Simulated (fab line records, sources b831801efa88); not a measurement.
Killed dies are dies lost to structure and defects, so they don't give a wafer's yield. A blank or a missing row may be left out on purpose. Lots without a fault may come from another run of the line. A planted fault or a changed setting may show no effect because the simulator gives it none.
fab line records | flow sky130 | part 1 of 2: steps 1 to 36 of 49
record lots=5 wafers=15 last_day=50
route steps=708 shown PWDE@84 VT_ADJUST_HVTP@85 VT_ADJUST_LVTN@97 VT_ADJUST_NCORE@119 VT_ADJUST_HVTR@131
lots that met no fault: from a run of the same line without faults
start_h: hours from the record's first day to the start of the lot's first wafer shown | wait_h: hours since the lot's step before | " the same as in the row above | L1.1+2: a row that stands for several wafers | - no value, or no start given | * or withheld: withheld | < > ~ a bound
route shown NAME@n: a module of which the file shows steps, and the number in the route of the first | usual: mean/standard deviation of fault-free wafers | same: alike in all rows | chamber/n: place in a boat | sites: the reading at each site | _std_site: their standard deviation | _edge_site: outer sites' mean less inner sites' | radius_mm: how far each site lies from the wafer's centre | mask NAME#n: copy n | behind: the tool/chamber that last shaped the wafer | hold: why the lot was held/for how many hours/how that ended | device: the transistor (n, p or np) that didn't switch | end of line: the same wafers' tests at the end of the route | a step without rows: its recipe alone | killed: dies lost to structure and defects at the first sort, not the wafer's yield | map: a wafer's dies, x killed, . not, _ none there
set.NAME: the setting as run; set.NAME@STEP: as run at that earlier step | model.NAME: the simulator's own value behind a step, which no gauge read
lots at some steps of the route; a table a step, a row a wafer
services: from which hour (start_h, from the record's first day; less than 0 if before it) a tool's chamber was out of use, for how many hours, and why
## steps
# step SKY_NWELL_RS_MEAS_31
# recipe thk_meas_gauge=four-point-probe
# usual PWDE_RS=5271/16
# columns lot.wafer tool chamber start_h wait_h PWDE_RS[ohm/sq]
L081.1 film_metro-03 - 147.68 0.1 5268
L081.3 " - " " 5238
L081.5 " - " " 5262
L088.1 film_metro-03 - 185.58 0.1 5285
L088.2 " - " " 5272
L088.6 " - " " 5271
L089.2 film_metro-02 - 202.50 0.1 5257
L089.4 " - " " 5271
L089.6 " - " " 5260
L090.2 film_metro-01 - 205.10 0.1 5279
L090.4 " - " " 5290
L090.5 " - " " 5271
L097.2 film_metro-03 - 246.80 0.1 5255
L097.3 " - " " 5259
L097.5 " - " " 5284
# step SKY_VT_ADJUST_HVTP_DEHYDRATE_00
# recipe temp_c=200 time_s=60
# columns lot.wafer tool chamber start_h wait_h
L081.1+3+5 litho_track-04 0 157.14 9.4
L088.1+2+6 litho_track-03 0 195.09 9.5
L089.2+4+6 litho_track-04 0 212.57 10.0
L090.2+4+5 litho_track-03 0 215.77 10.6
L097.2+3+5 litho_track-04 0 257.82 11.0
# step SKY_VT_ADJUST_HVTP_HMDS_01
# recipe prime_time_s=60 prime_temp_c=120
# columns lot.wafer tool chamber start_h wait_h
L081.1+3+5 litho_track-04 0 157.29 0.1
L088.1+2+6 litho_track-03 0 195.24 0.1
L089.2+4+6 litho_track-04 0 212.72 0.1
L090.2+4+5 litho_track-03 0 215.92 0.1
L097.2+3+5 litho_track-04 0 257.97 0.1
# step SKY_VT_ADJUST_HVTP_COAT_02
# recipe resist=NOVOLAK spin_rpm=3000 resist_thk_nm=1140
# columns lot.wafer tool chamber start_h wait_h
L081.1+3+5 litho_track-04 0 157.44 0.1
L088.1+2+6 litho_track-03 0 195.39 0.1
L089.2+4+6 litho_track-04 0 212.87 0.1
L090.2+4+5 litho_track-03 0 216.07 0.1
L097.2+3+5 litho_track-04 0 258.12 0.1
# step SKY_VT_ADJUST_HVTP_SOFTBAKE_03
# recipe temp_c=90 time_s=60 resist=NOVOLAK
# columns lot.wafer tool chamber start_h wait_h
L081.1+3+5 litho_track-04 0 157.59 0.1
L088.1+2+6 litho_track-03 0 195.54 0.1
L089.2+4+6 litho_track-04 0 213.02 0.1
L090.2+4+5 litho_track-03 0 216.22 0.1
L097.2+3+5 litho_track-04 0 258.27 0.1
# step SKY_VT_ADJUST_HVTP_EXPOSE_04
# recipe mask_id=HVTPM na=0.6 source_shape=conventional sigma_outer=0.6 polarization=unpolarized target_cd_nm=380 dose_mj=140
# same na=0.6
# columns lot.wafer tool chamber start_h wait_h mask
L081.1+3+5 iline_stepper-01 0 - - HVTPM#0
L088.1+2+6 iline_stepper-01 0 - - HVTPM#0
L089.2+4+6 iline_stepper-01 0 - - HVTPM#0
L090.2+4+5 iline_stepper-02 0 - - HVTPM#0
L097.2+3+5 iline_stepper-01 0 - - HVTPM#0
# step SKY_VT_ADJUST_HVTP_PEB_05
# recipe temp_c=withheld time_s=* resist=NOVOLAK
# columns lot.wafer tool chamber start_h wait_h
L081.1+3+5 litho_track-04 0 - -
L088.1+2+6 litho_track-03 0 - -
L089.2+4+6 litho_track-04 0 - -
L090.2+4+5 litho_track-04 0 - -
L097.2+3+5 litho_track-04 0 - -
# step SKY_VT_ADJUST_HVTP_DEVELOP_06
# recipe resist=NOVOLAK developer=TMAH develop_time_s=60 dev_temp_c=23
# same develop_time_s=60
# columns lot.wafer tool chamber start_h wait_h
L081.1+3+5 litho_track-04 0 167.09 0.1
L088.1+2+6 litho_track-03 0 206.94 0.1
L089.2+4+6 litho_track-04 0 223.72 0.1
L090.2+4+5 litho_track-04 0 226.97 0.1
L097.2+3+5 litho_track-04 0 270.22 0.1
# step SKY_VT_ADJUST_HVTP_CD_MEAS_07
# recipe target_cd_nm=380
# usual cd_nm=380.6/2.4
# columns lot.wafer tool chamber start_h wait_h cd_nm
L081.1 cd_sem-02 - 167.24 0.1 383.5
L081.3 " - " " 385.2
L081.5 " - " " 382.0
L088.1 cd_sem-01 - 207.09 0.1 380.2
L088.2 " - " " 382.3
L088.6 " - " " 380.5
L089.2 cd_sem-02 - 223.86 0.1 379.2
L089.4 " - " " 380.8
L089.6 " - " " 379.2
L090.2 cd_sem-02 - 227.11 0.1 386.6
L090.4 " - " " 385.7
L090.5 " - " " 382.0
L097.2 cd_sem-01 - 270.36 0.1 379.7
L097.3 " - " " 380.1
L097.5 " - " " 379.4
# step SKY_VT_ADJUST_HVTP_OVL_MEAS_08
# usual VT_ADJUST_HVTP_OVL=-0.3/1.5
# columns lot.wafer tool chamber start_h wait_h VT_ADJUST_HVTP_OVL[nm]
L081.1 overlay-02 - 167.36 0.1 0.1
L081.3 " - " " 0.4
L081.5 " - " " 2.0
L088.1 overlay-02 - 207.21 0.1 -1.3
L088.2 " - " " -1.5
L088.6 " - " " -1.4
L089.2 overlay-01 - 223.97 0.1 0.2
L089.4 " - " " 0.8
L089.6 " - " " 1.0
L090.2 overlay-02 - 227.22 0.1 3.0
L090.4 " - " " 1.6
L090.5 " - " " 1.1
L097.2 overlay-01 - 270.47 0.1 0.8
L097.3 " - " " 0.2
L097.5 " - " " 0.1
# step SKY_VT_ADJUST_HVTP_IMPLANT_09
# recipe species=As energy_kev=150 dose_cm2=4.3e+12 tilt_deg=withheld
# columns lot.wafer tool chamber start_h wait_h
L081.1+3+5 implanter-01 0 167.40 0.0
L088.1+2+6 implanter-01 0 207.25 0.0
L089.2+4+6 implanter-03 0 224.02 0.0
L090.2+4+5 implanter-01 0 227.27 0.0
L097.2+3+5 implanter-03 0 270.52 0.0
# step SKY_VT_ADJUST_HVTP_STRIP_10
# recipe chemistry=O2/N2 power_w=1400 pressure_mtorr=1500 platen_temp_c=withheld o2_flow_sccm=3000 n2_flow_sccm=300 overash_fraction=0.5
# usual drypump_motor_current_A=5.7/0.3 oes_product_au=0.717/0.0047 strip_time_to_endpoint_s=14.17/0.041
# columns lot.wafer tool chamber start_h wait_h drypump_motor_current_A oes_product_au rf_hours_counter_h strip_time_to_endpoint_s
L081.1 plasma_asher-01 0 167.55 0.1 5.9 0.714 46 14.10
L081.3 " 0 " " 5.9 0.720 - 14.12
L081.5 " 1 " " 5.3 0.717 - 14.15
L088.1 plasma_asher-03 1 207.40 0.1 6.4 0.722 38 14.17
L088.2 " 0 " " 5.5 0.717 38 14.21
L088.6 " 0 " " 5.5 0.722 - 14.17
L089.2 plasma_asher-01 1 224.15 0.1 5.3 0.726 52 14.14
L089.4 " 1 " " 5.4 0.722 - 14.15
L089.6 " 1 " " 5.3 0.712 - 14.16
L090.2 plasma_asher-04 1 227.40 0.1 5.6 0.721 11 14.18
L090.4 " 1 " " 5.5 0.703 - 14.15
L090.5 " 1 " " 5.5 0.715 - 14.23
L097.2 plasma_asher-01 0 270.65 0.1 5.9 0.716 56 14.23
L097.3 " 0 " " 5.9 0.711 - 14.16
L097.5 " 1 " " 5.4 0.708 - 14.18
# step SKY_VT_ADJUST_HVTP_TW_MEAS_11
# usual VT_ADJUST_HVTP_TW=1352/8.1
# columns lot.wafer tool chamber start_h wait_h VT_ADJUST_HVTP_TW
L081.1 film_metro-04 - 167.65 0.1 1364
L081.3 " - " " 1359
L081.5 " - " " 1361
L088.1 film_metro-04 - 207.50 0.1 1374
L088.2 " - " " 1363
L088.6 " - " " 1372
L089.2 film_metro-03 - 224.26 0.1 1343
L089.4 " - " " 1351
L089.6 " - " " 1350
L090.2 film_metro-01 - 227.51 0.1 1352
L090.4 " - " " 1350
L090.5 " - " " 1347
L097.2 film_metro-04 - 270.76 0.1 1360
L097.3 " - " " 1358
L097.5 " - " " 1365
# step SKY_VT_ADJUST_LVTN_DEHYDRATE_00
# recipe temp_c=200 time_s=60
# columns lot.wafer tool chamber start_h wait_h
L081.1+3+5 litho_track-02 0 176.99 9.3
L088.1+2+6 litho_track-02 0 217.34 9.8
L089.2+4+6 litho_track-02 0 234.56 10.3
L090.2+4+5 litho_track-04 0 238.22 10.7
L097.2+3+5 litho_track-01 0 282.35 11.6
# step SKY_VT_ADJUST_LVTN_HMDS_01
# recipe prime_time_s=60 prime_temp_c=120
# columns lot.wafer tool chamber start_h wait_h
L081.1+3+5 litho_track-02 0 177.14 0.1
L088.1+2+6 litho_track-02 0 217.49 0.1
L089.2+4+6 litho_track-02 0 234.71 0.1
L090.2+4+5 litho_track-04 0 238.37 0.1
L097.2+3+5 litho_track-01 0 282.50 0.1
# step SKY_VT_ADJUST_LVTN_COAT_02
# recipe spin_rpm=2000 resist_thk_nm=3000
# columns lot.wafer tool chamber start_h wait_h
L081.1+3+5 litho_track-02 0 177.29 0.1
L088.1+2+6 litho_track-02 0 217.64 0.1
L089.2+4+6 litho_track-02 0 234.86 0.1
L090.2+4+5 litho_track-04 0 238.52 0.1
L097.2+3+5 litho_track-01 0 282.65 0.1
# step SKY_VT_ADJUST_LVTN_SOFTBAKE_03
# recipe temp_c=110 time_s=withheld
# columns lot.wafer tool chamber start_h wait_h
L081.1+3+5 litho_track-02 0 177.44 0.1
L088.1+2+6 litho_track-02 0 217.79 0.1
L089.2+4+6 litho_track-02 0 235.02 0.1
L090.2+4+5 litho_track-04 0 238.67 0.1
L097.2+3+5 litho_track-01 0 282.81 0.1
# step SKY_VT_ADJUST_LVTN_EXPOSE_04
# recipe mask_id=NWM_COMPLEMENT_LESS_NATIVE na=0.6 source_shape=conventional sigma_outer=0.6 polarization=unpolarized target_cd_nm=840 dose_mj=194
# same na=0.6
# columns lot.wafer tool chamber start_h wait_h mask
L081.1+3+5 iline_stepper-01 0 - - NWM_COMPLEMENT_LESS_NATIVE#0
L088.1+2+6 iline_stepper-02 0 - - NWM_COMPLEMENT_LESS_NATIVE#0
L089.2+4+6 iline_stepper-01 0 - - NWM_COMPLEMENT_LESS_NATIVE#0
L090.2+4+5 iline_stepper-01 0 - - NWM_COMPLEMENT_LESS_NATIVE#0
L097.2+3+5 iline_stepper-02 0 - - NWM_COMPLEMENT_LESS_NATIVE#0
# step SKY_VT_ADJUST_LVTN_PEB_05
# recipe temp_c=115 time_s=withheld
# columns lot.wafer tool chamber start_h wait_h
L081.1+3+5 litho_track-01 0 - -
L088.1+2+6 litho_track-02 0 - -
L089.2+4+6 litho_track-02 0 - -
L090.2+4+5 litho_track-04 0 - -
L097.2+3+5 litho_track-04 0 - -
# step SKY_VT_ADJUST_LVTN_DEVELOP_06
# recipe wall_angle_deg=90 developer=TMAH develop_time_s=60 dev_temp_c=23
# same develop_time_s=60
# columns lot.wafer tool chamber start_h wait_h
L081.1+3+5 litho_track-01 0 - -
L088.1+2+6 litho_track-02 0 - -
L089.2+4+6 litho_track-02 0 - -
L090.2+4+5 litho_track-04 0 - -
L097.2+3+5 litho_track-04 0 - -
# step SKY_VT_ADJUST_LVTN_OVL_MEAS_07
# usual VT_ADJUST_LVTN_OVL=0.3/1.5
# columns lot.wafer tool chamber start_h wait_h VT_ADJUST_LVTN_OVL[nm]
L081.1 overlay-02 - 187.07 - -1.6
L081.3 " - " " -1.1
L081.5 " - " " -0.2
L088.1 overlay-02 - 228.84 - 1.8
L088.2 " - " " -0.1
L088.6 " - " " 1.2
L089.2 overlay-01 - 247.04 - -0.5
L089.4 " - " " 1.3
L089.6 " - " " -0.2
L090.2 overlay-01 - 250.60 - 0.1
L090.4 " - " " -0.4
L090.5 " - " " 1.6
L097.2 overlay-01 - 295.40 - 1.9
L097.3 " - " " -0.5
L097.5 " - " " 0.0
# step SKY_VT_ADJUST_LVTN_IMPLANT_08
# recipe species=B energy_kev=30 dose_cm2=1.57e+12 tilt_deg=withheld
# columns lot.wafer tool chamber start_h wait_h
L081.1+3+5 implanter-01 0 187.11 0.0
L088.1+2+6 implanter-01 0 228.87 0.0
L089.2+4+6 implanter-03 0 247.10 0.0
L090.2+4+5 implanter-01 0 250.65 0.0
L097.2+3+5 implanter-01 0 295.45 0.0
# step SKY_VT_ADJUST_LVTN_STRIP_09
# recipe chemistry=O2/N2 power_w=1400 pressure_mtorr=1500 platen_temp_c=withheld o2_flow_sccm=3000 n2_flow_sccm=300 overash_fraction=0.5
# usual drypump_motor_current_A=5.5/0.3 oes_product_au=0.723/0.0046 strip_time_to_endpoint_s=36.88/0.12
# columns lot.wafer tool chamber start_h wait_h drypump_motor_current_A oes_product_au rf_hours_counter_h strip_time_to_endpoint_s
L081.1 plasma_asher-02 0 187.26 0.1 5.1 0.721 52 37.01
L081.3 " 0 " " 5.1 0.719 - 36.88
L081.5 " 1 " " 5.0 0.716 - 37.02
L088.1 plasma_asher-01 0 229.02 0.1 5.9 0.724 52 36.95
L088.2 " 1 " " 5.4 0.723 52 36.91
L088.6 " 1 " " 5.4 0.719 - 36.94
L089.2 plasma_asher-04 0 247.22 0.1 5.5 0.719 13 37.03
L089.4 " 0 " " 5.5 0.721 - 36.83
L089.6 " 1 " " 5.5 0.723 - 36.90
L090.2 plasma_asher-02 0 250.78 0.1 5.1 0.723 59 36.90
L090.4 " 1 " " 5.0 0.713 - 36.82
L090.5 " 0 " " 5.1 0.728 - 36.86
L097.2 plasma_asher-04 0 295.58 0.1 5.6 0.716 18 36.88
L097.3 " 1 " " 5.5 0.722 - 36.78
L097.5 " 0 " " 5.5 0.723 - 36.78
# step SKY_VT_ADJUST_LVTN_TW_MEAS_10
# usual VT_ADJUST_LVTN_TW=241.1/1.3
# columns lot.wafer tool chamber start_h wait_h VT_ADJUST_LVTN_TW
L081.1 film_metro-02 - 187.36 0.1 238.9
L081.3 " - " " 240.2
L081.5 " - " " 240.5
L088.1 film_metro-02 - 229.12 0.1 238.6
L088.2 " - " " 240.1
L088.6 " - " " 240.1
L089.2 film_metro-02 - 247.33 0.1 240.9
L089.4 " - " " 241.0
L089.6 " - " " 242.0
L090.2 film_metro-03 - 250.89 0.1 240.5
L090.4 " - " " 240.6
L090.5 " - " " 241.6
L097.2 film_metro-03 - 295.69 0.1 240.7
L097.3 " - " " 240.1
L097.5 " - " " 241.5
# step SKY_VT_ADJUST_LVTN_DEHYDRATE_11
# recipe temp_c=200 time_s=60
# columns lot.wafer tool chamber start_h wait_h
L081.1+3+5 litho_track-01 0 197.32 10.0
L088.1+2+6 litho_track-01 0 240.17 11.0
L089.2+4+6 litho_track-02 0 258.16 10.8
L090.2+4+5 litho_track-01 0 262.10 11.2
L097.2+3+5 litho_track-01 0 307.15 11.5
# step SKY_VT_ADJUST_LVTN_HMDS_12
# recipe prime_time_s=60 prime_temp_c=120
# columns lot.wafer tool chamber start_h wait_h
L081.1+3+5 litho_track-01 0 197.47 0.1
L088.1+2+6 litho_track-01 0 240.32 0.1
L089.2+4+6 litho_track-02 0 258.31 0.1
L090.2+4+5 litho_track-01 0 262.25 0.1
L097.2+3+5 litho_track-01 0 307.30 0.1
# step SKY_VT_ADJUST_LVTN_COAT_13
# recipe resist=NOVOLAK spin_rpm=3000 resist_thk_nm=1140
# columns lot.wafer tool chamber start_h wait_h
L081.1+3+5 litho_track-01 0 197.62 0.1
L088.1+2+6 litho_track-01 0 240.47 0.1
L089.2+4+6 litho_track-02 0 258.46 0.1
L090.2+4+5 litho_track-01 0 262.40 0.1
L097.2+3+5 litho_track-01 0 307.45 0.1
# step SKY_VT_ADJUST_LVTN_SOFTBAKE_14
# recipe temp_c=90 time_s=60 resist=NOVOLAK
# columns lot.wafer tool chamber start_h wait_h
L081.1+3+5 litho_track-01 0 197.77 0.1
L088.1+2+6 litho_track-01 0 240.62 0.1
L089.2+4+6 litho_track-02 0 258.61 0.1
L090.2+4+5 litho_track-01 0 262.55 0.1
L097.2+3+5 litho_track-01 0 307.60 0.1
# step SKY_VT_ADJUST_LVTN_EXPOSE_15
# recipe mask_id=HVN_STD_DERIVED na=0.6 source_shape=conventional sigma_outer=0.6 polarization=unpolarized target_cd_nm=600 dose_mj=163
# same na=0.6
# columns lot.wafer tool chamber start_h wait_h mask
L081.1+3+5 iline_stepper-02 0 - - HVN_STD_DERIVED#0
L088.1+2+6 iline_stepper-01 0 - - HVN_STD_DERIVED#0
L089.2+4+6 iline_stepper-02 0 - - HVN_STD_DERIVED#0
L090.2+4+5 iline_stepper-02 0 - - HVN_STD_DERIVED#0
L097.2+3+5 iline_stepper-01 0 - - HVN_STD_DERIVED#0
# step SKY_VT_ADJUST_LVTN_PEB_16
# recipe temp_c=withheld time_s=* resist=NOVOLAK
# columns lot.wafer tool chamber start_h wait_h
L081.1+3+5 litho_track-02 0 - -
L088.1+2+6 litho_track-01 0 - -
L089.2+4+6 litho_track-02 0 - -
L090.2+4+5 litho_track-04 0 - -
L097.2+3+5 litho_track-02 0 - -
# step SKY_VT_ADJUST_LVTN_DEVELOP_17
# recipe resist=NOVOLAK developer=TMAH develop_time_s=60 dev_temp_c=23
# same develop_time_s=60
# columns lot.wafer tool chamber start_h wait_h
L081.1+3+5 litho_track-02 0 208.59 0.1
L088.1+2+6 litho_track-01 0 252.37 0.1
L089.2+4+6 litho_track-02 0 270.41 0.1
L090.2+4+5 litho_track-04 0 274.92 0.1
L097.2+3+5 litho_track-02 0 320.46 0.1
# step SKY_VT_ADJUST_LVTN_OVL_MEAS_18
# usual VT_ADJUST_LVTN_01_OVL=0.1/1.3
# columns lot.wafer tool chamber start_h wait_h VT_ADJUST_LVTN_01_OVL[nm]
L081.1 overlay-02 - 208.74 0.1 -1.0
L081.3 " - " " -1.8
L081.5 " - " " -0.9
L088.1 overlay-02 - 252.53 0.1 -1.6
L088.2 " - " " -2.1
L088.6 " - " " -3.3
L089.2 overlay-02 - 270.54 0.1 1.6
L089.4 " - " " 2.8
L089.6 " - " " 0.5
L090.2 overlay-01 - 275.05 0.1 -1.4
L090.4 " - " " -1.3
L090.5 " - " " -1.4
L097.2 overlay-01 - 320.59 0.1 1.1
L097.3 " - " " 0.0
L097.5 " - " " -1.0
# step SKY_VT_ADJUST_LVTN_IMPLANT_19
# recipe species=B energy_kev=30 dose_cm2=6.5e+11 tilt_deg=withheld
# columns lot.wafer tool chamber start_h wait_h
L081.1+3+5 implanter-03 0 208.77 0.0
L088.1+2+6 implanter-03 0 252.56 0.0
L089.2+4+6 implanter-04 0 270.60 0.0
L090.2+4+5 implanter-03 0 275.10 0.0
L097.2+3+5 implanter-04 0 320.65 0.0
# step SKY_VT_ADJUST_LVTN_STRIP_20
# recipe chemistry=O2/N2 power_w=1400 pressure_mtorr=1500 platen_temp_c=withheld o2_flow_sccm=3000 n2_flow_sccm=300 overash_fraction=0.5
# usual drypump_motor_current_A=5.3/0.32 oes_product_au=0.714/0.0044 strip_time_to_endpoint_s=14.19/0.03
# columns lot.wafer tool chamber start_h wait_h drypump_motor_current_A oes_product_au rf_hours_counter_h strip_time_to_endpoint_s
L081.1 plasma_asher-01 0 208.92 0.1 5.9 0.717 50 14.19
L081.3 " 1 " " 5.3 0.712 - 14.21
L081.5 " 0 " " 5.9 0.720 - 14.19
L088.1 plasma_asher-02 0 252.71 0.1 5.1 0.717 59 14.21
L088.2 " 1 " " 5.0 0.714 59 14.15
L088.6 " 1 " " 5.0 0.714 - 14.20
L089.2 plasma_asher-04 1 270.72 0.1 5.5 0.711 15 14.17
L089.4 " 0 " " 5.5 0.708 - 14.20
L089.6 " 1 " " 5.5 0.709 - 14.19
L090.2 plasma_asher-02 0 275.23 0.1 5.1 0.717 61 14.14
L090.4 " 1 " " 5.0 0.711 - 14.17
L090.5 " 0 " " 5.1 0.721 - 14.17
L097.2 plasma_asher-01 0 320.77 0.1 5.9 0.710 62 14.24
L097.3 " 0 " " 5.9 0.718 - 14.24
L097.5 " 1 " " 5.4 0.710 - 14.25
# step SKY_VT_ADJUST_LVTN_TW_MEAS_21
# usual VT_ADJUST_LVTN_2_TW=187.8/0.74
# columns lot.wafer tool chamber start_h wait_h VT_ADJUST_LVTN_2_TW
L081.1 film_metro-02 - 209.02 0.1 187.6
L081.3 " - " " 187.4
L081.5 " - " " 187.7
L088.1 film_metro-02 - 252.81 0.1 188.5
L088.2 " - " " 187.8
L088.6 " - " " 188.5
L089.2 film_metro-02 - 270.83 0.1 187.3
L089.4 " - " " 187.1
L089.6 " - " " 187.5
L090.2 film_metro-02 - 275.34 0.1 187.5
L090.4 " - " " 187.8
L090.5 " - " " 188.0
L097.2 film_metro-02 - 320.88 0.1 186.4
L097.3 " - " " 186.1
L097.5 " - " " 186.5
# step SKY_VT_ADJUST_NCORE_DEHYDRATE_00
# recipe temp_c=200 time_s=60
# columns lot.wafer tool chamber start_h wait_h
L081.1+3+5 litho_track-02 0 219.34 10.3
L088.1+2+6 litho_track-02 0 264.29 11.5
L089.2+4+6 litho_track-02 0 282.61 11.8
L090.2+4+5 litho_track-03 0 286.87 11.5
L097.2+3+5 litho_track-01 0 333.80 12.9
